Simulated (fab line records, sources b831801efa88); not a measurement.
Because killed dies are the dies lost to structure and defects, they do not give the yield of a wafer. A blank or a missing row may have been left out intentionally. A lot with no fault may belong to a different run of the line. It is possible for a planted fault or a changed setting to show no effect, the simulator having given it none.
The tool behind it: which one? -- flow gf180mcu -- 13 lots with 39 wafers sampled at 5 steps, on a route of 602 steps

## WHAT EACH GAUGE READ, for each wafer
GF_STI_THK_MEAS_30.
lot,measured,on,STI_OXIDATION_02_THK (nm)
L261,day 2 05:40,film-metro-03,9.74 10.02 9.72
L264,day 2 21:49,film-metro-02,9.73 9.85 9.82
L265,day 3 02:43,film-metro-01,9.96 10.00 10.05
L267,day 3 15:23,film-metro-03,9.90 9.85 9.85
L268,day 3 18:31,film-metro-03,10.15 10.21 10.26
L269,day 3 23:01,film-metro-02,10.16 10.07 10.16
L273,day 4 20:29,film-metro-01,10.31 10.47 10.47
L275,day 5 06:07,film-metro-03,10.12 10.14 10.25
L277,day 5 16:52,film-metro-02,10.36 10.10 10.14
L279,day 6 05:26,film-metro-01,10.23 10.45 10.20
L280,day 6 10:59,film-metro-03,10.00 9.86 9.80
L281,day 6 14:21,film-metro-03,10.06 10.28 10.20
L282,day 6 18:32,film-metro-01,10.06 10.15 10.18

GF_VT_IMPLANT_RS_MEAS_49: a four-point-probe measurement.
lot,measured,on,MVPSD_RS (ohm/sq)
L261,day 7 13:41,film-metro-01,1170 1169 1167
L264,day 8 11:51,film-metro-02,1170 1174 1173
L265,day 8 18:30,film-metro-04,1167 1165 1166
L267,day 9 10:37,film-metro-04,1163 1169 1167
L268,day 9 14:22,film-metro-01,1163 1161 1164
L269,day 9 19:43,film-metro-04,1171 1172 1169
L273,day 10 23:55,film-metro-04,1174 1169 1172
L275,day 11 14:41,film-metro-04,1164 1170 1164
L277,day 12 01:49,film-metro-02,1178 1165 1171
L279,day 12 20:13,film-metro-04,1171 1168 1169
L280,day 13 03:28,film-metro-02,1168 1165 1165
L281,day 13 08:55,film-metro-01,1169 1167 1163
L282,day 13 12:33,film-metro-02,1174 1167 1170

GF_HV_LDD_THK_MEAS_55.
lot,measured,on,HV_LDD_CVD_54_THK (nm)
L261,day 12 11:10,film-metro-02,9.95 9.98 9.96
L264,day 13 14:23,film-metro-04,10.35 10.11 10.15
L265,day 13 22:52,film-metro-01,10.24 10.14 10.17
L267,day 14 15:33,film-metro-04,10.02 9.99 10.02
L268,day 14 22:36,film-metro-04,9.80 9.82 9.96
L269,day 15 02:10,film-metro-04,10.07 9.86 9.87
L273,day 16 13:50,film-metro-04,9.90 10.05 10.04
L275,day 17 06:28,film-metro-04,10.08 10.28 10.16
L277,day 17 17:14,film-metro-02,10.18 10.29 10.12
L279,day 18 21:16,film-metro-02,9.89 9.91 9.70
L280,day 19 08:50,film-metro-04,9.83 9.72 9.79
L281,day 19 11:31,film-metro-04,9.95 9.94 10.03
L282,day 19 17:06,film-metro-04,9.98 10.07 10.09

## WHICH TOOL RAN EACH LOT (tool, then ch and the chambers of the sampled wafers, then the start)
lot,GF_MVPSD_IMPLANT_09,GF_VT_IMPLANT_RTA_45
L261,"implanter-04 ch 0, day 5 00:13","rtp-anneal-01 ch 0, day 7 13:14"
L264,"implanter-04 ch 0, day 5 20:08","rtp-anneal-01 ch 0, day 8 11:22"
L265,"implanter-04 ch 0, day 6 02:59","rtp-anneal-01 ch 0, day 8 18:02"
L267,"implanter-04 ch 0, day 6 16:18","rtp-anneal-01 ch 0, day 9 10:10"
L268,"implanter-01 ch 0, day 6 18:54","rtp-anneal-02 ch 0, day 9 13:55"
L269,"implanter-04 ch 0, day 7 01:10","rtp-anneal-01 ch 0, day 9 19:12"
L273,"implanter-04 ch 0, day 8 02:02","rtp-anneal-02 ch 0, day 10 23:28"
L275,"implanter-01 ch 0, day 8 13:37","rtp-anneal-02 ch 0, day 11 14:14"
L277,"implanter-04 ch 0, day 9 00:46","rtp-anneal-02 ch 0, day 12 01:22"
L279,"implanter-01 ch 0, day 9 15:44","rtp-anneal-01 ch 0, day 12 19:45"
L280,"implanter-01 ch 0, day 9 22:21","rtp-anneal-01 ch 0, day 13 03:01"
L281,"implanter-01 ch 0, day 10 03:01","rtp-anneal-02 ch 0, day 13 08:28"
L282,"implanter-01 ch 0, day 10 06:50","rtp-anneal-02 ch 0, day 13 12:05"
- GF_MVPSD_IMPLANT_09
- GF_VT_IMPLANT_RTA_45: time 30 s.

## WHAT THE TOOLS THEMSELVES READ (means of the sampled wafers that have a number; where no wafer has one, the mark that the record gives instead)
GF_MVPSD_IMPLANT_09.
lot,tool,beam-energy-keV,faraday-current-uA
L261,implanter-04,40.009,28.1
L264,implanter-04,40.003,28.3
L265,implanter-04,40.009,28.5
L267,implanter-04,39.994,28.5
L268,implanter-01,40.007,28.5
L269,implanter-04,40.008,28.0
L273,implanter-04,39.988,28.3
L275,implanter-01,40.011,28.8
L277,implanter-04,39.999,28.4
L279,implanter-01,39.991,28.3
L280,implanter-01,40.014,28.0
L281,implanter-01,39.985,28.4
L282,implanter-01,40.009,28.3

GF_VT_IMPLANT_RTA_45.
lot,tool,lamp-power-pct (%),wafer_temp_C_max
L261,rtp-anneal-01,29.8,1055.7
L264,rtp-anneal-01,29.8,1055.9
L265,rtp-anneal-01,29.8,1055.6
L267,rtp-anneal-01,29.8,1054.8
L268,rtp-anneal-02,34.6,1054.4
L269,rtp-anneal-01,29.8,1055.1
L273,rtp-anneal-02,34.6,1053.3
L275,rtp-anneal-02,34.6,1054.6
L277,rtp-anneal-02,34.6,1055.3
L279,rtp-anneal-01,29.8,1055.2
L280,rtp-anneal-01,29.8,1055.5
L281,rtp-anneal-02,34.6,1053.8
L282,rtp-anneal-02,34.6,1054.8

## THE ANSWER, worked out from the rows above alone
Rule: usual is defined by the lots themselves. Put in order of their means at a reading, lots are off if they are a third of the lots or fewer, leave a main group of 4 or more, and stand apart from it by a gap of 3 or more times the standard deviation of the main group's means; of several such gaps the widest counts. If all means in a main group match to the digits the tables above print for the reading, that group is not used. Also off: a lot with no number at a reading for which 4 or more lots have one. All remaining lots with rows at the step are treated as sound. The gauges are gone through in route order, then the tools' own readings, and for those a lot's mean is taken as printed above. The first step at which some lot is off is used, and at that step the reading that is off furthest; a lot without a number counts as furthest.
Across all readings shown, no lot is off: no conclusion can be drawn from this.

## WHAT THE SIMULATOR HAD INSERTED
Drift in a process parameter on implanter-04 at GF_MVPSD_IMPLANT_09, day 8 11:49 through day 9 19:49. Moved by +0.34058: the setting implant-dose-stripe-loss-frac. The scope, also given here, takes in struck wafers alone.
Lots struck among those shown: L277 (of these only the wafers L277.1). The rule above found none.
